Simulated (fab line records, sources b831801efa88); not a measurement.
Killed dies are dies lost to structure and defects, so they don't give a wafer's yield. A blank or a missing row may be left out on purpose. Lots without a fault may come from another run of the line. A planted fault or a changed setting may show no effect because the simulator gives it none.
A struck lot beside a sound one | flow sfq_line | 19 steps out of a route of 325
Sound: wafers L137.2, L137.3, L137.4. Struck: wafers L129.1, L129.3, L129.4. The cause comes at the end.
At each step with rows: each side's tool, then ch and its chambers, then its first start. Under that, the readings that differ: sound wafers | struck wafers | difference of the means | sigmas: that difference in standard deviations of wafers without a fault.
alike: readings whose means differ by less than 2 such deviations, and words and numbers that are the same on both sides. not compared: withheld readings, readings that some wafer has no value for, bounds like >300 that may hide the same value, and numbers for which the record gives no deviation and whose values overlap.
The two part at a step that has a row with sigmas, a row that says differs or no value, or rows on one side only. Numbers that don't overlap but have no deviation are shown without sigmas and don't part them. A reading that every wafer of one side lacks parts them only if that side has two wafers or more.

first, 4 steps without rows for these wafers: SFQ_TRILAYER_I5_LITHO_SOFTBAKE_148; SFQ_TRILAYER_I5_LITHO_EXPOSE_145 (exposes mask I5, target cd 700 nm); SFQ_TRILAYER_I5_LITHO_PEB_147 (peb time 60 s); SFQ_TRILAYER_I5_LITHO_DEVELOP_146 (time 60 s).
SFQ_I5_OVL_MEAS_936:
  sound on overlay-02, day 71 21:32; struck on overlay-02, day 68 03:13
  alike: I5_OVL
SFQ_TRILAYER_I5_BARC_OPEN_VIA_ETCH_200: etches BARC in O2, target depth 125 nm, time 41.7 s.
  sound on rie_diel-02 ch 0,1,2, day 71 21:34; struck on rie_diel-04 ch 0,1,3, day 68 03:15
  alike: drypump_motor_current_A, oes_product_au
  not compared: rf_hours_counter_h
SFQ_TRILAYER_I5_ETCH_VIA_ETCH_147: etches the open film in CHF3, stops on Nb, target depth 360 nm.
  sound on rie_diel-02 ch 0,1,2, day 71 21:36; struck on rie_diel-04 ch 0,1,3, day 68 03:17
  alike: drypump_motor_current_A, oes_product_au
SFQ_TRILAYER_I5_STRIP_STRIP_148: strips in O2.
  sound on rie_metal-03 ch 0,1, day 71 21:45; struck on rie_metal-01 ch 0,1, day 68 03:26
  alike: drypump_motor_current_A, he_backside_leak_sccm, oes_product_au
  not compared: rf_hours_counter_h
then, 4 steps without rows for these wafers: SFQ_TRILAYER_I5_STRIP_SOLV_CLEAN_149 (cleans in NMP, time 600 s); SFQ_TRILAYER_C5_LITHO_COAT_156 (resist thk 62 nm); SFQ_TRILAYER_C5_LITHO_COAT_151 (resist thk 650 nm); SFQ_TRILAYER_C5_LITHO_SOFTBAKE_155.
-- the record jumps here: 5 days lie between the struck wafers' starts before and after --
SFQ_TRILAYER_C5_LITHO_EXPOSE_152: exposes mask C5, target cd 500 nm.
  sound on krf_scanner-01 ch 0, day 76 15:33; struck on krf_scanner-02 ch 0, day 73 10:26
  reading              | sound                | struck               | difference | sigmas
  exposure_dose_mJ_cm2 | 21.308 21.268 21.294 | 24.251 24.231 24.271 | +2.961     | +99 or more
  alike: mask, stage_vel_mm_s
then, 2 steps without rows for these wafers: SFQ_TRILAYER_C5_LITHO_PEB_154 (peb time 60 s); SFQ_TRILAYER_C5_LITHO_DEVELOP_153 (time 60 s).
SFQ_C5_OVL_MEAS_937:
  sound on overlay-01, day 76 16:52; struck on overlay-02, day 73 11:56
  alike: C5_OVL
SFQ_TRILAYER_C5_BARC_OPEN_VIA_ETCH_210: etches BARC in O2, target depth 125 nm, time 41.7 s.
  sound on rie_diel-01 ch 0,1,2, day 76 16:53; struck on rie_diel-02 ch 0,1,3, day 73 11:58
  reading             | sound           | struck          | difference | sigmas
  model.C5.cd_nm (nm) | 502 503.3 502.5 | 523 520.5 521.1 | +19        |
  alike: drypump_motor_current_A, oes_product_au
  not compared: rf_hours_counter_h
SFQ_TRILAYER_C5_ETCH_VIA_ETCH_154: etches SiO2 in CHF3, stops on Nb, target depth 84 nm.
  sound on rie_diel-01 ch 0,1,2, day 76 16:56; struck on rie_diel-02 ch 0,1,3, day 73 12:00
  reading             | sound             | struck            | difference | sigmas
  model.C5.cd_nm (nm) | 502.6 503.8 503.6 | 522.8 520.3 521.3 | +18.1      |
  alike: drypump_motor_current_A, oes_product_au
SFQ_TRILAYER_C5_STRIP_STRIP_155: strips in O2.
  sound on rie_metal-04 ch 0,1, day 76 16:58; struck on rie_metal-04 ch 0,1, day 73 12:03
  alike: drypump_motor_current_A, he_backside_leak_sccm, oes_product_au
  not compared: rf_hours_counter_h

WHERE THEY PART
Only at SFQ_TRILAYER_C5_LITHO_EXPOSE_152, within this record. Later steps at which nothing parts them and some readings are alike: SFQ_C5_OVL_MEAS_937, SFQ_TRILAYER_C5_BARC_OPEN_VIA_ETCH_210, SFQ_TRILAYER_C5_ETCH_VIA_ETCH_154, SFQ_TRILAYER_C5_STRIP_STRIP_155.

WHY: what the simulator had put in
Process parameter drift: krf_scanner-02, from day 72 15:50 on, at SFQ_TRILAYER_C5_LITHO_EXPOSE_152. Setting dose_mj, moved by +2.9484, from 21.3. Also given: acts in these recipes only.
